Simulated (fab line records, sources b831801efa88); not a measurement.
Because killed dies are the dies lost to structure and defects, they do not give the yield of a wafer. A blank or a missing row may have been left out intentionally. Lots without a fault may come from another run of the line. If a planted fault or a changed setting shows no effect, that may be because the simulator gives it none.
Comparing a struck lot with a sound one :: flow sky130 :: 15 out of 708 route steps
Sound: these wafers, L284.1, L284.3, L284.4. Wafers L297.1, L297.5, L297.6 were the ones struck. The cause is given at the end.
For every step that has rows: the tool of each side, followed by ch and its chambers, followed by its first start. Under that, the readings that differ: sound wafers :: struck wafers :: difference of the means :: sigmas: that difference in standard deviations of wafers without a fault.
alike: same words and numbers on both sides, and readings whose means sit less than 2 such deviations apart. not compared: any withheld reading, any reading some wafer has no value for, any bound like >300 that may hide the same value, and any number with overlapping values for which the record gives no deviation.
The two part at a step that has a row with sigmas, a row that says differs or no value, or rows on one side only. When numbers do not overlap yet have no deviation, they are printed without sigmas and do not part them. A reading missing from all wafers of one side parts the sides only when that side holds two or more wafers.

SKY_METAL2_STRIP_20: strips in O2/N2.
  sound on plasma-asher-03 ch 0,1, day 36 12:04; struck on plasma-asher-02 ch 0,1, day 40 06:09
  alike: drypump-motor-current-A, oes-product-au, strip-time-to-endpoint-s
  not compared: rf-hours-counter-h
then, 4 steps without rows for these wafers: SKY_METAL2_STRIP_21 (strips in post etch residue remover, time 1200 s); SKY_METAL2_CLEAN_22 (cleans in IPA, time 180 s); SKY_METAL2_CLEAN_23 (cleans in O3/DIW); SKY_VIA2_HDPCVD_00 (deposits SiO2, target thk 1180 nm, time 196.7 s).
SKY_VIA2_THK_MEAS_01:
  sound on film-metro-01 at day 36 12:56; struck on film-metro-03 at day 40 06:52
  alike: VIA2_HDPCVD_THK
SKY_VIA2_CMP_02: polishes SiO2.
  sound on cmp-01 ch 0,1,3, day 36 12:59; struck on cmp-01 ch 0,1,2, day 40 07:02
  alike: head-pressure-psi, motor-current-A
SKY_VIA2_BOW_MEAS_03:
  sound on film-metro-02 at day 36 13:17; struck on film-metro-02 at day 40 07:14
  alike: VIA2_BOW
then, 4 steps without rows for these wafers: SKY_VIA2_DEHYDRATE_04 (time 60 s); SKY_VIA2_HMDS_05 (prime time 60 s); SKY_VIA2_COAT_06 (resist thk 60 nm); SKY_VIA2_COAT_07 (resist thk 450 nm).
SKY_VIA2_SOFTBAKE_08: time 90 s.
  sound on litho-track-02 ch 0, day 37 03:00; struck on litho-track-04 ch 0, day 40 18:00
reading: heater-power-total-W (W)
sound: 57.58 57.29 57.48
struck: 58.23 58.16 58.27
difference: +0.77
sigmas: +6

reading: run-length-s (s)
sound: 119.34 119.21 119.28
struck: 115.23 115.22 115.36
difference: -4.01
sigmas: -22
then, 1 step without rows for these wafers: SKY_VIA2_EXPOSE_09 (exposes mask VIM2, target cd 200 nm).
-- the record jumps here: 9 days lie between the struck wafers' starts before and after (it left off in module VIA2 and takes up again in module PAD_OPEN, whose first step shown is number 708 of the route) --
SKY_PAD_OPEN_PROBE_99:
  sound on prober-02 at day 46 20:49; struck on prober-02 at day 49 16:03
reading: sort_bin_6_memory (%)
sound: 7.7 9.3 5.9
struck: 5.1 4.7 5.5
difference: -2.5
sigmas: -2
  alike: defect-limited-yield, killed_at_M0_to_M3, killed_at_M4_up, killed-at-contacts, killed-at-front-end, killed-at-other, killed-dies, killed-open, killed-short, sort_bin_3_pad_short, sort_bin_5_function, sort-n-pass, sort-yield-pct

WHERE THEY PART
At SKY_VIA2_SOFTBAKE_08 first; at SKY_PAD_OPEN_PROBE_99 last (within this record only).

WHY: what had been put in by the simulator
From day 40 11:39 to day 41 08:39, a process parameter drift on litho-track-04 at SKY_VIA2_SOFTBAKE_08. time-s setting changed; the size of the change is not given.
